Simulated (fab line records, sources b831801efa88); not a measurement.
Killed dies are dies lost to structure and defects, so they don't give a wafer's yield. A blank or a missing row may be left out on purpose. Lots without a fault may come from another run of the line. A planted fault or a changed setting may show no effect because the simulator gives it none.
A struck lot beside a sound one | flow gf180mcu | 30 steps out of a route of 602
Sound: wafers L542.1, L542.4, L542.6. Struck: wafers L532.1, L532.4. (L532.2 of the same lot was not struck and is left out.) The cause comes at the end.
At each step with rows: each side's tool, then ch and its chambers, then its first start. Under that, the readings that differ: sound wafers | struck wafers | difference of the means | sigmas: that difference in standard deviations of wafers without a fault.
alike: readings whose means differ by less than 2 such deviations, and words and numbers that are the same on both sides. not compared: withheld readings, readings that some wafer has no value for, bounds like >300 that may hide the same value, and numbers for which the record gives no deviation and whose values overlap.
The two part at a step that has a row with sigmas, a row that says differs or no value, or rows on one side only. Numbers that don't overlap but have no deviation are shown without sigmas and don't part them. A reading that every wafer of one side lacks parts them only if that side has two wafers or more.

first, 3 steps without rows for these wafers: GF_PSD_EXPOSE_04 (exposes mask Pplus, target cd 400 nm); GF_PSD_PEB_05; GF_PSD_DEVELOP_06 (develop time 60 s).
GF_PSD_CD_MEAS_07: target cd 400 nm.
  sound on cd_sem-01, day 21 00:00; struck on cd_sem-01, day 17 10:39
  alike: cd_nm
GF_PSD_OVL_MEAS_08:
  sound on overlay-01, day 21 00:07; struck on overlay-02, day 17 10:46
  alike: PSD_OVL
then, 1 step without rows for these wafers: GF_PSD_IMPLANT_09.
GF_PSD_STRIP_10: strips in O2/N2.
  sound on plasma_asher-02 ch 0,1, day 21 00:18; struck on plasma_asher-03 ch 0,1, day 17 10:58
  alike: drypump_motor_current_A, heater_power_w, oes_product_au, strip_time_to_endpoint_s
  not compared: rf_hours_counter_h
GF_PSD_TW_MEAS_11:
  sound on film_metro-03, day 21 00:24; struck on film_metro-03, day 17 11:04
  alike: PSD_TW
then, 1 step without rows for these wafers: GF_PSD_CLEAN_12 (cleans in SC1/SC2, time 150 s).
GF_PSD_RTA_13: time 20 s.
  sound on rtp_anneal-01 ch 0, day 21 00:31; struck on rtp_anneal-01 ch 0, day 17 11:10
  alike: chamber_o2_ppm, lamp_power_pct, wafer_temp_C_max
GF_PSD_RS_MEAS_14: measures by four-point-probe.
  sound on film_metro-03, day 21 00:36; struck on film_metro-02, day 17 11:15
  alike: NSD_RS
GF_PSD_RS_MEAS_15: measures by four-point-probe.
  sound on film_metro-03, day 21 00:43; struck on film_metro-02, day 17 11:22
  alike: PSD_RS
GF_SAB_CVD_00: deposits SiO2 from TEOS, target thk 50 nm, time 4.9302 s.
  sound on pecvd-03 ch 1,2, day 21 00:50; struck on pecvd-04 ch 1, day 17 11:29
  reading                              | sound                | struck        | difference | sigmas
  susceptor_temp_C (C)                 | 399.95 399.76 399.55 | 400.16 400.37 | +0.51      | +2
  model.SiO2_of_SAB_CVD_00.thk_nm (nm) | 49.74 51.17 50.1     | 87.76 89.13   | +38.11     |
  alike: heater_power_w
GF_SAB_THK_MEAS_01:
  sound on film_metro-01, day 21 00:52; struck on film_metro-02, day 17 11:31
  reading             | sound          | struck    | difference | sigmas
  SAB_CVD_00_THK (nm) | 49.7 51.1 50.1 | 87.8 89.1 | +38.1      | +69
then, 7 steps without rows for these wafers: GF_SAB_DEHYDRATE_02 (time 60 s); GF_SAB_HMDS_03 (prime time 60 s); GF_SAB_COAT_04 (resist thk 1000 nm); GF_SAB_SOFTBAKE_05 (time 60 s); GF_SAB_EXPOSE_06 (exposes mask SAB, target cd 420 nm); GF_SAB_PEB_07; GF_SAB_DEVELOP_08 (develop time 60 s).
GF_SAB_CD_MEAS_09: target cd 420 nm.
  sound on cd_sem-02, day 22 00:07; struck on cd_sem-02, day 18 10:57
  alike: cd_nm
GF_SAB_OVL_MEAS_10:
  sound on overlay-01, day 22 00:14; struck on overlay-01, day 18 11:04
  alike: SAB_OVL
GF_SAB_ETCH_11: etches SiO2 in C4F8/O2/Ar, target depth 55 nm, time 8.5 s.
  sound on rie_diel-02 ch 2,3, day 22 00:16; struck on rie_diel-03 ch 1,3, day 18 11:07
  alike: oes_product_au
  not compared: rf_hours_counter_h
then, 1 step without rows for these wafers: GF_SAB_WET_ETCH_12 (etches SiO2 in dHF, target depth 22 nm, time 440 s).
GF_SAB_STRIP_13: strips in O2/N2.
  sound on plasma_asher-04 ch 0, day 22 00:25; struck on plasma_asher-04 ch 1, day 18 11:16
  alike: drypump_motor_current_A, heater_power_w, oes_product_au, strip_time_to_endpoint_s
  not compared: rf_hours_counter_h
then, 1 step without rows for these wafers: GF_SALICIDE_CLEAN_00 (cleans in SC1/SC2, time 150 s).
GF_SALICIDE_WET_ETCH_01: etches SiO2 in dHF, target depth 5 nm, time 100 s.
  sound on wet_bench-01 ch 1, day 22 00:35; struck on wet_bench-04 ch 0, day 18 11:25
  reading                              | sound          | struck     | difference | sigmas
  model.SiO2_of_SAB_CVD_00.thk_nm (nm) | 39 40.46 39.45 | 77.13 78.5 | +38.18     |
GF_SALICIDE_SPUTTER_02: material Co, target thk 10 nm, time 20 s.
  sound on pvd_sputter-04, day 22 00:37; struck on pvd_sputter-01, day 18 11:27
  alike: cathode_dc_power_W, throttle_valve_pct
-- the record jumps here: 13 days lie between the struck wafers' starts before and after (it left off in module SALICIDE and takes up again in module PASSIVATION, whose first step shown is number 602 of the route) --
GF_PASSIVATION_PROBE_99:
  the record has rows for the struck wafers here (prober-01, day 31 17:58) and none for the sound ones

WHERE THEY PART
First at GF_SAB_CVD_00; last, within this record, at GF_PASSIVATION_PROBE_99.

WHY: what the simulator had put in
Process parameter drift: pecvd-04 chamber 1, from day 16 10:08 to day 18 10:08, at GF_SAB_CVD_00. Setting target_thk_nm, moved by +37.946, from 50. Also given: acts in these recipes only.
